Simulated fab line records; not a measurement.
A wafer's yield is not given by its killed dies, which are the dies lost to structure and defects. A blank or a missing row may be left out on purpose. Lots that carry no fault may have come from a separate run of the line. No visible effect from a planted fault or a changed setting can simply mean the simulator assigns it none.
The tool behind it: which one? / flow gf180mcu / 13 lots, 39 wafers sampled, at 4 steps of a route of 602

== WHAT THE GAUGES READ, wafer by wafer ==
GF_SALICIDE_RS_MEAS_04: a four-point-probe measurement. Usual: for SALICIDE_TIN_RS the level is 16.3 ohm/sq and the standard deviation is 0.39.
lot=L752; measured=day 15 05:29; on=film metro-02; SALICIDE_TIN_RS (ohm/sq)=16.4 16.7 16.8; flag=
lot=L753; measured=day 15 07:39; on=film metro-03; SALICIDE_TIN_RS (ohm/sq)=16.7 16.6 16.6; flag=
lot=L756; measured=day 16 11:21; on=film metro-03; SALICIDE_TIN_RS (ohm/sq)=16.4 16.6 16.3; flag=
lot=L757; measured=day 17 10:17; on=film metro-02; SALICIDE_TIN_RS (ohm/sq)=15.9 16.0 15.7; flag=
lot=L758; measured=day 17 09:07; on=film metro-04; SALICIDE_TIN_RS (ohm/sq)=16.5 16.1 16.6; flag=
lot=L760; measured=day 18 02:17; on=film metro-04; SALICIDE_TIN_RS (ohm/sq)=16.2 16.0 16.1; flag=
lot=L761; measured=day 18 16:16; on=film metro-03; SALICIDE_TIN_RS (ohm/sq)=16.1 16.1 16.0; flag=
lot=L762; measured=day 19 02:25; on=film metro-03; SALICIDE_TIN_RS (ohm/sq)=15.8 15.7 15.8; flag=
lot=L764; measured=day 19 17:06; on=film metro-04; SALICIDE_TIN_RS (ohm/sq)=16.5 16.9; flag=
lot=L765; measured=day 20 07:41; on=film metro-03; SALICIDE_TIN_RS (ohm/sq)=15.9 16.0 16.0; flag=
lot=L766; measured=day 20 09:01; on=film metro-02; SALICIDE_TIN_RS (ohm/sq)=16.5; flag=
lot=L768; measured=day 21 10:24; on=film metro-02; SALICIDE_TIN_RS (ohm/sq)=16.2 16.4; flag=
lot=L775; measured=day 23 10:27; on=film metro-02; SALICIDE_TIN_RS (ohm/sq)=16.5 16.6 16.6; flag=

GF_V1_THK_MEAS_01. Usual: for V1_CVD_00_THK the level is 600 nm and the standard deviation is 5.1.
lot=L752; measured=day 17 05:28; on=film metro-01; V1_CVD_00_THK (nm)=593 597 594; flag=
lot=L753; measured=day 17 08:44; on=film metro-03; V1_CVD_00_THK (nm)=598 600 593; flag=
lot=L756; measured=day 18 13:52; on=film metro-02; V1_CVD_00_THK (nm)=606 602 609; flag=
lot=L757; measured=day 19 13:37; on=film metro-01; V1_CVD_00_THK (nm)=598 589 603; flag=
lot=L758; measured=day 19 12:35; on=film metro-03; V1_CVD_00_THK (nm)=603 604 596; flag=
lot=L760; measured=day 20 05:53; on=film metro-02; V1_CVD_00_THK (nm)=605 606 594; flag=
lot=L761; measured=day 20 20:09; on=film metro-02; V1_CVD_00_THK (nm)=606 605 604; flag=
lot=L762; measured=day 21 05:55; on=film metro-02; V1_CVD_00_THK (nm)=593 600 600; flag=
lot=L764; measured=day 21 20:39; on=film metro-02; V1_CVD_00_THK (nm)=596 600; flag=
lot=L765; measured=day 22 11:19; on=film metro-02; V1_CVD_00_THK (nm)=592 591 595; flag=
lot=L766; measured=day 22 12:07; on=film metro-03; V1_CVD_00_THK (nm)=600; flag=
lot=L768; measured=day 23 14:04; on=film metro-03; V1_CVD_00_THK (nm)=595 597; flag=
lot=L775; measured=day 25 10:03; on=film metro-03; V1_CVD_00_THK (nm)=615 611 602; flag=

== EACH LOT AND THE TOOL THAT RAN IT (in order: tool; ch and the chambers of the sampled wafers; start) ==
lot=L752; GF_STI_STRIP_15=plasma asher-02 ch 0,1, day 2 02:33; GF_POLY_GATE_ETCH_13=rie si-01 ch 1,2,3, day 9 08:32
lot=L753; GF_STI_STRIP_15=plasma asher-01 ch 0,1, day 2 06:38; GF_POLY_GATE_ETCH_13=rie si-01 ch 1,2,3, day 9 11:47
lot=L756; GF_STI_STRIP_15=plasma asher-02 ch 0,1, day 2 22:03; GF_POLY_GATE_ETCH_13=rie si-01 ch 1,2, day 10 10:08
lot=L757; GF_STI_STRIP_15=plasma asher-01 ch 0,1, day 3 05:08; GF_POLY_GATE_ETCH_13=rie si-01 ch 1,2,3, day 10 22:25
lot=L758; GF_STI_STRIP_15=plasma asher-02 ch 0,1, day 3 08:23; GF_POLY_GATE_ETCH_13=rie si-02 ch 0,1,2, day 10 23:41
lot=L760; GF_STI_STRIP_15=plasma asher-04 ch 0,1, day 3 18:35; GF_POLY_GATE_ETCH_13=rie si-01 ch 0,3, day 11 16:11
lot=L761; GF_STI_STRIP_15=plasma asher-01 ch 0,1, day 3 23:26; GF_POLY_GATE_ETCH_13=rie si-02 ch 0,1, day 12 01:50
lot=L762; GF_STI_STRIP_15=plasma asher-01 ch 0,1, day 4 04:50; GF_POLY_GATE_ETCH_13=rie si-02 ch 0,1, day 12 08:23
lot=L764; GF_STI_STRIP_15=plasma asher-04 ch 0,1, day 4 15:38; GF_POLY_GATE_ETCH_13=rie si-02 ch 0,1,3, day 13 01:49
lot=L765; GF_STI_STRIP_15=plasma asher-04 ch 0,1, day 4 19:43; GF_POLY_GATE_ETCH_13=rie si-01 ch 0,1, day 13 05:14
lot=L766; GF_STI_STRIP_15=plasma asher-04 ch 0,1, day 5 02:08; GF_POLY_GATE_ETCH_13=rie si-02 ch 2,3, day 13 10:13
lot=L768; GF_STI_STRIP_15=plasma asher-04 ch 0,1, day 5 11:50; GF_POLY_GATE_ETCH_13=rie si-02 ch 0,1, day 14 03:05
lot=L775; GF_STI_STRIP_15=plasma asher-02 ch 0,1, day 7 00:19; GF_POLY_GATE_ETCH_13=rie si-01 ch 1,2,3, day 16 06:35
- GF_STI_STRIP_15: strips in O2/N2.
- GF_POLY_GATE_ETCH_13: etches poly-Si in HBr/Cl2, stops on SiO2, target depth 198.5 nm, time 69.6 s.

== WHAT THE TOOLS THEMSELVES READ (means of the sampled wafers that have a number; where no wafer has one, the mark that the record gives instead) ==
GF_STI_STRIP_15. Usual: drypump motor current A 5.7 A, standard deviation 0.5; heater power w 381 W, standard deviation 28; oes product au 0.384 a.u., standard deviation 0.0049; strip time to endpoint s 3.74 s, standard deviation 0.055.
lot=L752; tool=plasma asher-02; drypump motor current A (A)=5.8; heater power w (W)=386; oes product au (a.u.)=0.380; strip time to endpoint s (s)=3.63; flag=
lot=L753; tool=plasma asher-01; drypump motor current A (A)=6.0; heater power w (W)=365; oes product au (a.u.)=0.384; strip time to endpoint s (s)=3.69; flag=
lot=L756; tool=plasma asher-02; drypump motor current A (A)=5.5; heater power w (W)=369; oes product au (a.u.)=0.388; strip time to endpoint s (s)=3.73; flag=
lot=L757; tool=plasma asher-01; drypump motor current A (A)=6.0; heater power w (W)=364; oes product au (a.u.)=0.392; strip time to endpoint s (s)=3.81; flag=
lot=L758; tool=plasma asher-02; drypump motor current A (A)=5.7; heater power w (W)=386; oes product au (a.u.)=0.385; strip time to endpoint s (s)=3.75; flag=
lot=L760; tool=plasma asher-04; drypump motor current A (A)=5.3; heater power w (W)=397; oes product au (a.u.)=0.382; strip time to endpoint s (s)=3.78; flag=
lot=L761; tool=plasma asher-01; drypump motor current A (A)=5.9; heater power w (W)=373; oes product au (a.u.)=0.386; strip time to endpoint s (s)=3.73; flag=
lot=L762; tool=plasma asher-01; drypump motor current A (A)=5.9; heater power w (W)=363; oes product au (a.u.)=0.382; strip time to endpoint s (s)=3.68; flag=
lot=L764; tool=plasma asher-04; drypump motor current A (A)=5.8; heater power w (W)=411; oes product au (a.u.)=0.385; strip time to endpoint s (s)=3.75; flag=
lot=L765; tool=plasma asher-04; drypump motor current A (A)=5.8; heater power w (W)=412; oes product au (a.u.)=0.383; strip time to endpoint s (s)=3.71; flag=
lot=L766; tool=plasma asher-04; drypump motor current A (A)=5.3; heater power w (W)=401; oes product au (a.u.)=0.380; strip time to endpoint s (s)=3.67; flag=
lot=L768; tool=plasma asher-04; drypump motor current A (A)=5.3; heater power w (W)=395; oes product au (a.u.)=0.385; strip time to endpoint s (s)=3.71; flag=
lot=L775; tool=plasma asher-02; drypump motor current A (A)=5.8; heater power w (W)=376; oes product au (a.u.)=0.383; strip time to endpoint s (s)=3.73; flag=

GF_POLY_GATE_ETCH_13. Usual: drypump motor current A 5.80 A, standard deviation 0.26; oes product au 0.990 a.u., standard deviation 0.009; run length s 98.0 s, standard deviation 0.54; throttle valve pct 33.684 %, standard deviation 0.0086.
lot=L752; tool=rie si-01; drypump motor current A (A)=5.76; oes product au (a.u.)=0.992; run length s (s)=97.9; throttle valve pct (%)=33.688; flag=
lot=L753; tool=rie si-01; drypump motor current A (A)=5.77; oes product au (a.u.)=0.988; run length s (s)=97.8; throttle valve pct (%)=33.678; flag=
lot=L756; tool=rie si-01; drypump motor current A (A)=5.69; oes product au (a.u.)=0.991; run length s (s)=98.2; throttle valve pct (%)=33.681; flag=
lot=L757; tool=rie si-01; drypump motor current A (A)=5.78; oes product au (a.u.)=0.982; run length s (s)=97.8; throttle valve pct (%)=33.688; flag=
lot=L758; tool=rie si-02; drypump motor current A (A)=5.62; oes product au (a.u.)=0.977; run length s (s)=98.2; throttle valve pct (%)=33.686; flag=
lot=L760; tool=rie si-01; drypump motor current A (A)=6.04; oes product au (a.u.)=0.991; run length s (s)=97.1; throttle valve pct (%)=33.689; flag=
lot=L761; tool=rie si-02; drypump motor current A (A)=5.53; oes product au (a.u.)=0.984; run length s (s)=98.1; throttle valve pct (%)=33.683; flag=
lot=L762; tool=rie si-02; drypump motor current A (A)=5.55; oes product au (a.u.)=0.987; run length s (s)=98.2; throttle valve pct (%)=33.678; flag=
lot=L764; tool=rie si-02; drypump motor current A (A)=5.62; oes product au (a.u.)=1.003; run length s (s)=78.6; throttle valve pct (%)=33.678; flag=OFF
lot=L765; tool=rie si-01; drypump motor current A (A)=5.89; oes product au (a.u.)=0.990; run length s (s)=97.8; throttle valve pct (%)=33.685; flag=
lot=L766; tool=rie si-02; drypump motor current A (A)=5.88; oes product au (a.u.)=1.002; run length s (s)=78.9; throttle valve pct (%)=33.686; flag=OFF
lot=L768; tool=rie si-02; drypump motor current A (A)=5.58; oes product au (a.u.)=1.006; run length s (s)=78.6; throttle valve pct (%)=33.687; flag=OFF
lot=L775; tool=rie si-01; drypump motor current A (A)=5.78; oes product au (a.u.)=0.989; run length s (s)=98.1; throttle valve pct (%)=33.679; flag=

== THE ANSWER, worked out from the rows above alone ==
Rule: a lot counts as off when the mean over its wafers that have a number is more than 3 standard deviations away from the usual mean. A lot without any number at a reading at which 4 lots or more have one is off too. All remaining lots with rows at the step are treated as sound. First the gauges in route order, then the tools' own readings, where a lot's mean is used as printed above. The first step at which some lot is off is used, and at that step the reading that is off furthest; a lot without a number counts as furthest.
Off: L764, L766, L768, at GF_POLY_GATE_ETCH_13 (run length s).
A tool fits if, at that step or a process step before it, it ran every lot that is off, and no sound lot after the first of them. One fits: rie si-02 at GF_POLY_GATE_ETCH_13. Its last sound lot is L762 (day 12 08:23), its first lot that is off L764 (day 13 01:49): a fault that began between those two fits.
On the lots that are off, the tool's own readings at GF_POLY_GATE_ETCH_13 differ by more than 5 times the standard deviation of the sound lots' means, which bears it out; run length s reads 78.7 s there versus 97.9 s on the sound lots.

== WHAT THE SIMULATOR HAD PUT IN ==
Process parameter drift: rie si-02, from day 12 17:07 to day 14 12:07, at GF_POLY_GATE_ETCH_13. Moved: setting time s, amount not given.
Lots struck among those shown: L764, L766, L768. The rule above found the same.
